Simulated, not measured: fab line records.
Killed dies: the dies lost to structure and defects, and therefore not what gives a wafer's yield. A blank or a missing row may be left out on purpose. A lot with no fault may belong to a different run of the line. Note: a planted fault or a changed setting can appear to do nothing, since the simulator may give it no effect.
Which of the tools did it? -- flow sfq_line -- 7 lots, 21 wafers sampled, at 4 steps of a route of 325

== WHAT THE GAUGES READ, wafer by wafer ==
SFQ_I2_BOW_MEAS_917.
lot,measured,on,I2_BOW (um)
L105,day 30 03:41,film_metro-02,4 -5 5
L107,day 30 20:33,film_metro-03,25 13 24
L109,day 31 03:05,film_metro-01,7 0 3
L116,day 32 01:17,film_metro-02,-4 -2 8
L118,day 32 06:14,film_metro-02,15 4 16
L122,day 32 15:11,film_metro-03,-3 -3 3
L125,day 32 21:11,film_metro-01,-4 -9 -10

== WHICH TOOL RAN EACH LOT (tool, then ch and the chambers of the sampled wafers, then the start) ==
lot,SFQ_TRILAYER_M0_BARC_OPEN_METAL_ETCH_031,SFQ_TRILAYER_I0_DEP_PECVD_027,SFQ_TRILAYER_M2_BARC_OPEN_METAL_ETCH_077
L105,"rie_metal-01 ch 0,1, day 12 13:28","pecvd-02 ch 1,2, day 12 14:25","rie_metal-01 ch 0,1, day 29 21:52"
L107,"rie_metal-01 ch 0,1, day 13 06:17","pecvd-04 ch 0,1,2, day 13 07:16","rie_metal-04 ch 0,1, day 30 14:41"
L109,"rie_metal-04 ch 0,1, day 13 08:40","pecvd-01 ch 1,2, day 13 09:37","rie_metal-04 ch 0,1, day 30 21:52"
L116,"rie_metal-03 ch 0, day 13 18:20","pecvd-01 ch 0,2, day 13 20:05","rie_metal-03 ch 0,1, day 31 19:18"
L118,"rie_metal-03 ch 0,1, day 13 20:40","pecvd-02 ch 0,1, day 13 21:37","rie_metal-04 ch 0,1, day 32 01:35"
L122,"rie_metal-04 ch 0,1, day 14 01:28","pecvd-01 ch 1,2, day 14 02:25","rie_metal-03 ch 1, day 32 06:23"
L125,"rie_metal-01 ch 0,1, day 14 20:25","pecvd-04 ch 0,1, day 14 21:23","rie_metal-01 ch 0,1, day 32 11:11"
- SFQ_TRILAYER_M0_BARC_OPEN_METAL_ETCH_031: etches BARC in O2, target depth 125 nm, time 41.7 s.
- SFQ_TRILAYER_I0_DEP_PECVD_027: deposits SiO2 from SiH4/N2O, time 111.11 s, target thk 500 nm.
- SFQ_TRILAYER_M2_BARC_OPEN_METAL_ETCH_077: etches BARC in O2, target depth 125 nm, time 41.7 s.

== THE ANSWER, worked out from the rows above alone ==
Rule: usual is defined by the lots themselves. Put in order of their means at a reading, lots are off if they are a third of the lots or fewer, leave a main group of 4 or more, and stand apart from it by a gap of 3 or more times the standard deviation of the main group's means; of several such gaps the widest counts. A main group is skipped when, at the precision printed for the reading in the tables above, its means are all equal. A lot without any number at a reading at which 4 lots or more have one is off too. The other lots that the step has rows for count as sound.
No lot is off on any of the readings shown, so nothing can be concluded from this.

== WHAT HAD BEEN PUT IN BY THE SIMULATOR ==
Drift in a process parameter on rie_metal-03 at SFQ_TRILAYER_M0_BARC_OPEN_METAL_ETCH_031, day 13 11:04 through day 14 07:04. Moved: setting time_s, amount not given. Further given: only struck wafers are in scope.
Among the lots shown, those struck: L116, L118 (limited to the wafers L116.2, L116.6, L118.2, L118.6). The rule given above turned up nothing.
